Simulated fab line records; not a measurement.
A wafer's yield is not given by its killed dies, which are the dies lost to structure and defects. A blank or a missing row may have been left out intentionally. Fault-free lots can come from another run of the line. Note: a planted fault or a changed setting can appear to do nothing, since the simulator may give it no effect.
Which tool did it? -- flow gf180mcu -- 11 lots with 33 wafers sampled at 5 steps, on a route of 602 steps

WHAT THE GAUGES READ, wafer by wafer
GF_CONTACT_CD_MEAS_14: the cd target is 220 nm. Usual: cdNm reads 220.1 nm (standard deviation 1.4).
lot,measured,on,cdNm (nm),flag
L657,day 16 00:07,cdSem-01,218.8 218.4 218.5,
L660,day 17 07:10,cdSem-01,220.1 220.0 220.4,
L661,day 17 11:54,cdSem-01,223.1 224.2 224.0,
L662,day 17 21:12,cdSem-01,218.2 218.0 217.9,
L666,day 19 11:48,cdSem-02,218.4 218.8 219.7,
L667,day 19 22:51,cdSem-02,220.3 219.1 218.3,
L668,day 20 08:55,cdSem-01,220.2 221.2 220.3,
L670,day 21 03:53,cdSem-01,217.1 217.9 218.9,
L672,day 21 17:49,cdSem-02,220.8 221.5 220.4,
L678,day 23 11:56,cdSem-01,218.9 220.1 220.0,
L680,day 24 07:39,cdSem-01,221.7 223.0 222.3,

GF_M1_CD_MEAS_14: the cd target is 230 nm. Usual: cdNm reads 230.0 nm (standard deviation 1.1).
lot,measured,on,cdNm (nm),flag
L657,day 16 23:40,cdSem-02,229.8 232.5 229.6,
L660,day 18 07:28,cdSem-01,228.3 228.2 228.5,
L661,day 18 12:21,cdSem-02,230.2 230.4 230.6,
L662,day 18 22:10,cdSem-02,231.0 230.1 231.4,
L666,day 20 13:12,cdSem-01,228.9 229.4 229.5,
L667,day 21 00:12,cdSem-01,228.5 230.7 228.4,
L668,day 21 10:39,cdSem-02,237.8 238.1 236.8,OFF
L670,day 22 04:41,cdSem-01,230.2 229.8 230.6,
L672,day 22 18:16,cdSem-01,235.5 234.8 234.5,OFF
L678,day 24 12:16,cdSem-02,229.2 230.3 229.5,
L680,day 25 07:06,cdSem-02,229.0 229.3 228.9,

WHICH TOOL RAN EACH LOT (tool, then ch and the chambers of the sampled wafers, then the start)
lot,GF_CONTACT_SPUTTER_23,GF_M1_SPUTTER_00,GF_M1_COAT_09
L657,"pvdSputter-03, day 16 00:47","pvdSputter-02, day 16 01:24","lithoTrack-02 ch 0, day 16 12:26"
L660,"pvdSputter-02, day 17 07:50","pvdSputter-04, day 17 08:27","lithoTrack-01 ch 0, day 17 20:03"
L661,"pvdSputter-03, day 17 12:35","pvdSputter-04, day 17 13:12","lithoTrack-03 ch 0, day 18 00:51"
L662,"pvdSputter-01, day 17 21:53","pvdSputter-02, day 17 22:30","lithoTrack-03 ch 0, day 18 09:42"
L666,"pvdSputter-01, day 19 12:29","pvdSputter-04, day 19 13:06","lithoTrack-01 ch 0, day 20 01:25"
L667,"pvdSputter-03, day 19 23:32","pvdSputter-02, day 20 00:09","lithoTrack-01 ch 0, day 20 11:49"
L668,"pvdSputter-01, day 20 09:37","pvdSputter-04, day 20 10:14","lithoTrack-01 ch 0, day 20 22:25"
L670,"pvdSputter-01, day 21 04:32","pvdSputter-02, day 21 05:09","lithoTrack-02 ch 0, day 21 16:45"
L672,"pvdSputter-01, day 21 18:26","pvdSputter-03, day 21 19:03","lithoTrack-01 ch 0, day 22 06:39"
L678,"pvdSputter-03, day 23 12:35","pvdSputter-02, day 23 13:12","lithoTrack-03 ch 0, day 24 00:27"
L680,"pvdSputter-03, day 24 08:20","pvdSputter-04, day 24 08:58","lithoTrack-03 ch 0, day 24 19:51"
- GF_CONTACT_SPUTTER_23: material TiN, target thk 10 nm, time 40 s.
- GF_M1_SPUTTER_00: material Ti, target thk 37.5 nm, time 150 s.
- GF_M1_COAT_09: resist thk 1000 nm.

AS READ BY THE TOOLS THEMSELVES (means over the sampled wafers that have a number; for cases with no such wafer, the mark the record gives instead)
GF_CONTACT_SPUTTER_23. Usual: cathodeDcPowerW 4000.0 W, standard deviation 0.8; throttleValvePct 30.2 %, standard deviation 1.4.
lot,tool,cathodeDcPowerW (W),throttleValvePct (%),flag
L657,pvdSputter-03,3999.7,30.7,
L660,pvdSputter-02,4000.4,30.4,
L661,pvdSputter-03,4000.1,29.9,
L662,pvdSputter-01,4000.1,29.3,
L666,pvdSputter-01,4000.5,29.4,
L667,pvdSputter-03,4000.7,30.7,
L668,pvdSputter-01,3999.3,29.7,
L670,pvdSputter-01,4000.1,28.6,
L672,pvdSputter-01,4001.0,29.4,
L678,pvdSputter-03,4000.3,31.3,
L680,pvdSputter-03,3999.8,29.8,

GF_M1_SPUTTER_00. Usual: cathodeDcPowerW 4000.0 W, standard deviation 0.72; throttleValvePct 30.4 %, standard deviation 1.
lot,tool,cathodeDcPowerW (W),throttleValvePct (%),flag
L657,pvdSputter-02,4000.7,30.0,
L660,pvdSputter-04,4000.0,29.6,
L661,pvdSputter-04,4000.3,29.5,
L662,pvdSputter-02,4000.3,30.5,
L666,pvdSputter-04,3999.7,30.5,
L667,pvdSputter-02,4000.5,30.4,
L668,pvdSputter-04,4000.5,30.3,
L670,pvdSputter-02,4000.1,31.0,
L672,pvdSputter-03,4000.0,30.2,
L678,pvdSputter-02,4000.5,30.6,
L680,pvdSputter-04,3999.8,29.2,

THE ANSWER, worked out from the rows above alone
Rule: a lot is off if the mean of its wafers that have a number lies more than 3 standard deviations from the usual mean. Also off: a lot with no number at a reading for which 4 or more lots have one. All remaining lots with rows at the step are treated as sound. First the gauges in route order, then the tools' own readings, where a lot's mean is used as printed above. The first step at which some lot is off is used, and at that step the reading that is off furthest; a lot without a number counts as furthest.
Off at GF_M1_CD_MEAS_14 (cdNm): L668, L672.
If a tool, at a process step before that reading, ran all the lots that are off and no sound lot after the first of them, it fits. Those tools and the gauges at GF_M1_CD_MEAS_14 are tried in the same way. One fits: GF_M1_COAT_09 on lithoTrack-01. A fault onset in the window from L667 (day 20 11:49, its last sound lot) to L668 (day 20 22:25, its first lot off) fits.

WHAT THE SIMULATOR PUT IN
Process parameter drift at GF_M1_COAT_09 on lithoTrack-01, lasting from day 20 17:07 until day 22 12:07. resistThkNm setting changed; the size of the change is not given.
Struck lots among those shown: L668, L672. The rule given above showed the same thing.
